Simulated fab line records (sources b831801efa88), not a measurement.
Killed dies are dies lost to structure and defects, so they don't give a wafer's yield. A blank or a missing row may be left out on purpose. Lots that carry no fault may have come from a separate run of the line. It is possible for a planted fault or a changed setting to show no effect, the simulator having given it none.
Chamber matching / flow gf180mcu / cmp-02 running GF_V5_CMP_26: 4 sister chambers
The step polishes, stops on SiO2, t overpolish 15 s, target thk 0 nm. 4 wafers are shown with their chamber, then 8 later ones without.

## EACH WAFER AND ITS CHAMBER
wafer=L747.5; chamber=1; motor-current-A (A)=11.5
wafer=L748.5; chamber=3; motor-current-A (A)=11.6
wafer=L753.6; chamber=0; motor-current-A (A)=10.2
wafer=L764.1; chamber=2; motor-current-A (A)=10.0

## WAFERS WHOSE CHAMBER IS MISSING
wafer=L764.2; motor-current-A (A)=11.6
wafer=L764.5; motor-current-A (A)=10.0
wafer=L765.1; motor-current-A (A)=11.2
wafer=L765.3; motor-current-A (A)=12.1
wafer=L765.4; motor-current-A (A)=9.9
wafer=L766.1; motor-current-A (A)=11.2
wafer=L766.4; motor-current-A (A)=10.2
wafer=L766.5; motor-current-A (A)=9.6

## WHICH CHAMBER EACH WENT THROUGH
wafer=L764.2; from the rows above=can't be placed: 3 or 1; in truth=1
wafer=L764.5; from the rows above=can't be placed: 2 or 0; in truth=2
wafer=L765.1; from the rows above=can't be placed: 1 or 3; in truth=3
wafer=L765.3; from the rows above=can't be placed: 3 or 1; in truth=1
wafer=L765.4; from the rows above=can't be placed: 2 or 0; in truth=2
wafer=L766.1; from the rows above=can't be placed: 1 or 3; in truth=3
wafer=L766.4; from the rows above=can't be placed: 0 or 2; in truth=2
wafer=L766.5; from the rows above=can't be placed: 2 or 0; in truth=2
Correctly placed: 0 of 8. Cannot be placed on the basis of these rows: 8; the candidates contain the true chamber in 8. 0 placed wrongly.
How it was worked out, from the rows above alone: a wafer's distance from a chamber is the root of the sum, over the readings, of the square of ((its reading less the chamber's mean) divided by the reading's scatter). If the next closest chamber is less than 2 further off than the closest, the wafer can't be placed; otherwise it belongs to the closest. Each chamber's mean is taken over the wafers shown for it. The scatter (one wafer shown for each chamber): square how far every hidden wafer sits from the nearest shown wafer, average those squares and take the square root.
